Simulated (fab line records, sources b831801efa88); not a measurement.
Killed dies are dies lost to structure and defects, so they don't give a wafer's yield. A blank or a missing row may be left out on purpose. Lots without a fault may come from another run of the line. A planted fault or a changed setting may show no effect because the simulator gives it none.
Chamber matching | flow sky130 | SKY_VIA2_CMP_02 on cmp-02: 4 sister chambers
The step polishes SiO2. 4 wafers are shown with their chamber, then 12 later ones without.

WAFERS WITH THEIR CHAMBER
wafer  | chamber | motor_current_A (A)
L087.2 | 1       | 11.1
L090.3 | 0       | 10.6
L090.4 | 3       | 13.3
L090.6 | 2       | 13.8

WAFERS WITHOUT THEIR CHAMBER
wafer  | motor_current_A (A)
L091.3 | 12.8
L091.4 | 11.0
L091.6 | 13.4
L092.1 | 10.3
L092.5 | 13.0
L092.6 | 10.1
L094.3 | 13.3
L094.5 | 10.3
L094.6 | 13.4
L097.1 | 13.4
L097.3 | 11.6
L097.5 | 12.4

WHICH CHAMBER EACH WENT THROUGH
wafer  | from the rows above          | in truth
L091.3 | can't be placed: 3 or 2      | 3
L091.4 | can't be placed: 1 or 0      | 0
L091.6 | can't be placed: 3 or 2      | 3
L092.1 | can't be placed: 0 or 1      | 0
L092.5 | can't be placed: 3 or 2      | 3
L092.6 | can't be placed: 0 or 1      | 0
L094.3 | can't be placed: 3 or 2      | 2
L094.5 | can't be placed: 0 or 1      | 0
L094.6 | can't be placed: 3 or 2      | 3
L097.1 | can't be placed: 3 or 2      | 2
L097.3 | can't be placed: 1 or 0      | 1
L097.5 | can't be placed: 3 or 1 or 2 | 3
Placed correctly: 0 of 12. Can't be placed from these rows: 12 (the true chamber is among the candidates in 12). Placed wrongly: 0.
How it was worked out, from the rows above alone: a wafer's distance from a chamber is the root of the sum, over the readings, of the square of ((its reading less the chamber's mean) divided by the reading's scatter). The wafer belongs to the nearest chamber; if the next one is less than 2 further off, it can't be placed. A chamber's mean is the mean of its shown wafers. The scatter: with one shown wafer a chamber, the root of the mean of the squares of how far each hidden wafer lies from its nearest shown one.
